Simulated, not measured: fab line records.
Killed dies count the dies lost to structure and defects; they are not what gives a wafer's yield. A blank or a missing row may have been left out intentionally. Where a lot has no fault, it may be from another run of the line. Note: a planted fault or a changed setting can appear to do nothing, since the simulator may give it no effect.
Which of the tools did it?	flow sky130	33 wafers from 11 lots sampled at 3 of the route's 708 steps

## WHAT THE GAUGES READ, wafer by wafer
SKY_PASSIVATION_THK_MEAS_03.
lot	measured	on	PASSIVATION_CVD_02_THK (nm)
L375	day 44 12:16	filmMetro-02	533 539 535
L377	day 45 05:41	filmMetro-03	546 535 541
L376	day 45 06:55	filmMetro-03	533 540 544
L381	day 45 19:32	filmMetro-02	537 537 530
L380	day 45 21:13	filmMetro-02	536 544 550
L382	day 46 04:20	filmMetro-02	542 535 546
L386	day 47 05:52	filmMetro-01	416 415 417
L387	day 47 10:05	filmMetro-03	420 425 430
L389	day 47 20:52	filmMetro-02	539 536 547
L392	day 48 11:17	filmMetro-01	537 536 547
L394	day 48 20:42	filmMetro-03	539 548 549

## EACH LOT AND THE TOOL THAT RAN IT (in order: tool; ch and the chambers of the sampled wafers; start)
lot	SKY_CONTACT_ETCH_16	SKY_PASSIVATION_CVD_02
L375	rieDiel-02 ch 0,3, day 32 07:39	pecvd-03 ch 2, day 44 11:55
L377	rieDiel-02 ch 0,1,3, day 33 03:29	pecvd-04 ch 1,2, day 45 05:27
L376	rieDiel-01 ch 2,3, day 33 05:03	pecvd-04 ch 1,2, day 45 06:41
L381	rieDiel-02 ch 1,2,3, day 33 23:24	pecvd-03 ch 0,1,2, day 45 19:19
L380	rieDiel-01 ch 0,3, day 34 02:14	pecvd-01 ch 0,2, day 45 20:52
L382	rieDiel-01 ch 0,1,3, day 34 11:01	pecvd-01 ch 1,2, day 46 04:07
L386	rieDiel-01 ch 1,2,3, day 35 16:36	pecvd-04 ch 0,1,2, day 47 05:37
L387	rieDiel-02 ch 1,2, day 36 01:24	pecvd-04 ch 0,2, day 47 09:50
L389	rieDiel-04 ch 0,1,2, day 36 14:30	pecvd-01 ch 1,2, day 47 20:38
L392	rieDiel-01 ch 1,2,3, day 37 09:13	pecvd-01 ch 1,2, day 48 10:57
L394	rieDiel-04 ch 0,1, day 37 21:23	pecvd-01 ch 1, day 48 20:21
- SKY_CONTACT_ETCH_16: etches BARC in N2/H2, stops on SiO2, time 45.9 s, target depth 60 nm.
- SKY_PASSIVATION_CVD_02: deposits Si3N4, target thk 540 nm.

## THE ANSWER, worked out from the rows above alone
Rule: the lots themselves supply what counts as usual. Put in order of their means at a reading, lots are off if they are a third of the lots or fewer, leave a main group of 4 or more, and stand apart from it by a gap of 3 or more times the standard deviation of the main group's means; of several such gaps the widest counts. The tables above print the reading to a certain number of digits; a main group whose means all agree to those digits is not used. Also off: a lot with no number at a reading for which 4 or more lots have one. All remaining lots with rows at the step are treated as sound.
Off: L386, L387, seen at SKY_PASSIVATION_THK_MEAS_03 (PASSIVATION_CVD_02_THK). For the main group the mean is 540 nm and the standard deviation 3.2.
If a tool, at a process step before that reading, ran all the lots that are off and no sound lot after the first of them, it fits. Those tools and the gauges at SKY_PASSIVATION_THK_MEAS_03 are tried in the same way. One candidate fits, namely pecvd-04 at SKY_PASSIVATION_CVD_02. Its last sound lot is L376 (day 45 06:41), its first lot that is off L386 (day 47 05:37): a fault that began between those two fits.

## WHAT THE SIMULATOR HAD PUT IN
Process parameters drifting: pecvd-04 at SKY_PASSIVATION_CVD_02, beginning at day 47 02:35. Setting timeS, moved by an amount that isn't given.
Struck lots among those shown: L386, L387. The rule above found the same.
